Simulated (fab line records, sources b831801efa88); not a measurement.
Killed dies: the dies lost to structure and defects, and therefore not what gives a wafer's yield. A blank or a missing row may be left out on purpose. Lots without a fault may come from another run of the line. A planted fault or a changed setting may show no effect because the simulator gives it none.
A struck lot beside a sound one / flow sky130 / 21 steps out of a route of 708
Sound: these wafers, L537.2, L537.3, L537.6. Wafers L544.1, L544.5 were the ones struck. The cause is named last.
For every step that has rows: the tool of each side, followed by ch and its chambers, followed by its first start. Under that, the readings that differ: sound wafers / struck wafers / difference of the means / sigmas: that difference in standard deviations of wafers without a fault.
alike: readings with means less than 2 such deviations apart, plus words and numbers identical on both sides. not compared: withheld readings, readings lacking a value on some wafer, bounds such as >300 that could conceal the same value, and numbers that have no deviation in the record and whose values overlap.
Wherever a step has rows on one side only, a row that says differs or no value, or a row with sigmas, the two part there. When numbers do not overlap yet have no deviation, they are printed without sigmas and do not part them. Lack of a reading on every wafer of one side parts them only where that side has two or more wafers.

SKY_LI_CONTACT_CVD_21: deposits W, target thk 400 nm, time 120.56 s.
  sound on cvdW-02 ch 0,1, day 30 11:37; struck on cvdW-02 ch 1, day 33 05:16
  alike: chamberPressureTorr, heaterPowerW
SKY_LI_CONTACT_RS_MEAS_22: uses a four-point probe to measure.
  sound on filmMetro-02 at day 30 11:45; struck on filmMetro-02 at day 33 05:23
  alike: LI_CONTACT_W_RS
SKY_LI_CONTACT_THK_MEAS_23: measures by xrf.
  sound on filmMetro-02 at day 30 11:52; struck on filmMetro-02 at day 33 05:31
  alike: LI_CONTACT_W_THK
SKY_LI_CONTACT_CMP_24: polishes, stops on PSG, t overpolish 20 s, target thk 0 nm.
  sound on cmp-01 ch 1,2,3, day 30 12:01; struck on cmp-01 ch 0,3, day 33 05:43
reading=headPressurePsi (psi); sound=3.498 3.484 3.502; struck=3.504 3.518; difference=+0.016; sigmas=+2
reading=timeToEndpointS (s); sound=104 99 100; struck=91 94; difference=-8; sigmas=-2
  alike: motorCurrentA, overpolishRunS, slurryFilterDpKPa
SKY_LOCAL_INTERCONNECT_SPUTTER_00: material TiN, target thk 100 nm, time 83.3 s.
  sound on pvdSputter-04 at day 30 12:13; struck on pvdSputter-04 at day 33 05:52
  alike: throttleValvePct
SKY_LOCAL_INTERCONNECT_RS_MEAS_01: uses a four-point probe to measure.
  sound on filmMetro-02 at day 30 12:18; struck on filmMetro-01 at day 33 05:56
  alike: LOCAL_INTERCONNECT_TIN_RS
SKY_LOCAL_INTERCONNECT_THK_MEAS_02: measures by xrf.
  sound on filmMetro-02 at day 30 12:25; struck on filmMetro-01 at day 33 06:03
  alike: LOCAL_INTERCONNECT_TIN_THK
then, 5 steps without rows for these wafers: SKY_LOCAL_INTERCONNECT_DEHYDRATE_03 (time 60 s); SKY_LOCAL_INTERCONNECT_HMDS_04 (prime time 60 s); SKY_LOCAL_INTERCONNECT_COAT_05 (resist thk 60 nm); SKY_LOCAL_INTERCONNECT_COAT_06 (resist thk 450 nm); SKY_LOCAL_INTERCONNECT_SOFTBAKE_07 (time 90 s).
SKY_LOCAL_INTERCONNECT_EXPOSE_08: exposes mask LI1M, target cd 170 nm.
  sound on krfScanner-01 ch 0, day 31 02:28; struck on krfScanner-02 ch 0, day 33 19:09
  alike: mask
then, 2 steps without rows for these wafers: SKY_LOCAL_INTERCONNECT_PEB_09; SKY_LOCAL_INTERCONNECT_DEVELOP_10 (develop time 60 s).
SKY_LOCAL_INTERCONNECT_CD_MEAS_11: target cd 170 nm.
  sound on cdSem-02 at day 31 15:16; struck on cdSem-02 at day 34 07:15
reading=cdNm (nm); sound=171.0 169.8 170.0; struck=133.8 134.9; difference=-35.9; sigmas=-22
SKY_LOCAL_INTERCONNECT_OVL_MEAS_12:
  sound on overlay-01 at day 31 15:22; struck on overlay-02 at day 34 07:22
  alike: LOCAL_INTERCONNECT_OVL
SKY_LOCAL_INTERCONNECT_ETCH_13: etches BARC in N2/H2, stops on SiO2, time 45.9 s, target depth 60 nm.
  sound on rieMetal-04 ch 0,1, day 31 15:24; struck on rieMetal-02 ch 0, day 34 07:25
reading=model.LOCAL_INTERCONNECT.cdNm (nm); sound=171.1 169.5 169.9; struck=133.9 134.9; difference=-35.8; sigmas=
  alike: drypumpMotorCurrentA, h2FlowSccm, oesProductAu, throttleValvePct
  not compared: rfHoursCounterH
SKY_LOCAL_INTERCONNECT_METAL_ETCH_14: etches TiN in Cl2/BCl3, stops on PSG, target depth 110 nm, time 31.4 s.
  sound on rieMetal-04 ch 0,1, day 31 15:28; struck on rieMetal-02 ch 0, day 34 07:28
reading=model.LOCAL_INTERCONNECT.cdNm (nm); sound=170.9 169.8 170; struck=134.3 135; difference=-35.6; sigmas=
  alike: drypumpMotorCurrentA, mfcCl2Sccm, oesProductAu, throttleValvePct
  not compared: rfHoursCounterH
SKY_LOCAL_INTERCONNECT_STRIP_15: strips in O2/N2.
  sound on plasmaAsher-01 ch 0,1, day 31 15:31; struck on plasmaAsher-01 ch 0,1, day 34 07:31
  alike: drypumpMotorCurrentA, o2FlowSccm, oesProductAu, stripTimeToEndpointS
  not compared: rfHoursCounterH
SKY_PAD_OPEN_PROBE_99:
  sound wafers here have rows in the record (prober-02, day 46 18:25); struck ones have none

== WHERE THEY PART ==
At SKY_LI_CONTACT_CMP_24 first; at SKY_PAD_OPEN_PROBE_99 last (within this record only).

WHY: what had been put in by the simulator
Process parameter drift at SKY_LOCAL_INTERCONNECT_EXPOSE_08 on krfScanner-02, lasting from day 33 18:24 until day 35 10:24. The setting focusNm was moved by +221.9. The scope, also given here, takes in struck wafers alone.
